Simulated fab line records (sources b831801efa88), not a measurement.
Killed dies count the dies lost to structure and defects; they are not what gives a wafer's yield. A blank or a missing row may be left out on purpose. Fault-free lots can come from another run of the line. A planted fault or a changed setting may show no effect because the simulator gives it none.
Struck lot and sound lot, side by side -- flow gf180mcu -- 15 out of 602 route steps
Sound: wafers L870.1, L870.4, L870.6. Wafers L877.1, L877.2, L877.3 were the ones struck. The cause is given at the end.
For every step that has rows: the tool of each side, followed by ch and its chambers, followed by its first start. Under that, the readings that differ: sound wafers -- struck wafers -- difference of the means -- sigmas: that difference in standard deviations of wafers without a fault.
alike: readings whose means differ by less than 2 such deviations, and words and numbers that are the same on both sides. not compared: withheld readings, readings that some wafer has no value for, bounds like >300 that may hide the same value, and numbers for which the record gives no deviation and whose values overlap.
Wherever a step has rows on one side only, a row that says differs or no value, or a row with sigmas, the two part there. When numbers do not overlap yet have no deviation, they are printed without sigmas and do not part them. Lack of a reading on every wafer of one side parts them only where that side has two or more wafers.

first, 2 steps without rows for these wafers: GF_CONTACT_PEB_12 (peb time 90 s); GF_CONTACT_DEVELOP_13 (develop time 60 s).
GF_CONTACT_CD_MEAS_14 targets a cd of 220 nm.
  sound on cd_sem-01, day 17 12:58; struck on cd_sem-02, day 20 04:40
  alike: cd_nm
GF_CONTACT_OVL_MEAS_15:
  sound on overlay-02, day 17 13:05; struck on overlay-01, day 20 04:47
  alike: CONTACT_OVL
GF_CONTACT_ETCH_16: etches BARC in N2/H2.
  sound on rie_diel-04 ch 0,1,2, day 17 13:07; struck on rie_diel-03 ch 0,2,3, day 20 04:50
  alike: drypump_motor_current_A, n2_flow_sccm, oes_product_au, rf_fwd_power_W, throttle_valve_pct
GF_CONTACT_ETCH_17: etches SiO2 in C4F8/O2/Ar, stops on CoSi2, target depth 860 nm.
  sound: rie_diel-04 ch 0,1,2; struck: rie_diel-03 ch 0,2,3
  alike: oes_product_au, rf_fwd_power_W
GF_CONTACT_STRIP_18: strips in O2/N2.
  sound on plasma_asher-02 ch 0,1, day 17 13:17; struck on plasma_asher-04 ch 0,1, day 20 04:59
  alike: drypump_motor_current_A, heater_power_w, n2_flow_sccm, oes_product_au, platen_temp_c
  not compared: rf_hours_counter_h
then, 3 steps without rows for these wafers: GF_CONTACT_CLEAN_19 (cleans in SPM); GF_CONTACT_CLEAN_20 (cleans in DIW); GF_CONTACT_CLEAN_21 (cleans in dHF, time 20 s).
GF_CONTACT_SPUTTER_22: material Ti, target thk 15 nm, time 80.02 s.
  sound on pvd_sputter-04, day 17 13:35; struck on pvd_sputter-03, day 20 05:19
  alike: cathode_dc_power_W, throttle_valve_pct
GF_CONTACT_SPUTTER_23: material TiN, target thk 10 nm, time 40 s.
  sound on pvd_sputter-04, day 17 13:39; struck on pvd_sputter-03, day 20 05:23
  alike: cathode_dc_power_W, throttle_valve_pct
GF_CONTACT_CVD_24: deposits W, target thk 300 nm, time 90.339 s.
  sound on cvd_w-02 ch 0,1, day 17 13:41; struck on cvd_w-02 ch 0,1, day 20 05:25
  no value came back on the struck wafers for chamber_pressure_Torr (Torr), heater_power_outer_w (W), heater_power_w (W); on the sound wafers chamber_pressure_Torr (Torr) reads 39.99 39.98 39.96
GF_CONTACT_RS_MEAS_25: uses a four-point probe to measure.
  sound on film_metro-01, day 17 13:47; struck on film_metro-03, day 20 05:49
reading,sound,struck,difference,sigmas
CONTACT_W_RS (ohm/sq),0.392 0.384 0.389,42.902 44.349 44.024,+43.370,+99 or more
  not compared: hold
GF_PASSIVATION_PROBE_99:
  sound wafers here have rows in the record (prober-02, day 30 08:49); struck ones have none

== WHERE THEY PART ==
Earliest at GF_CONTACT_CVD_24; latest, in this record, at GF_PASSIVATION_PROBE_99.

WHY: whatever the simulator had introduced
At GF_CONTACT_CVD_24, the step was skipped entirely on cvd_w-02 from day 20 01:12 on. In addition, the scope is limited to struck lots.
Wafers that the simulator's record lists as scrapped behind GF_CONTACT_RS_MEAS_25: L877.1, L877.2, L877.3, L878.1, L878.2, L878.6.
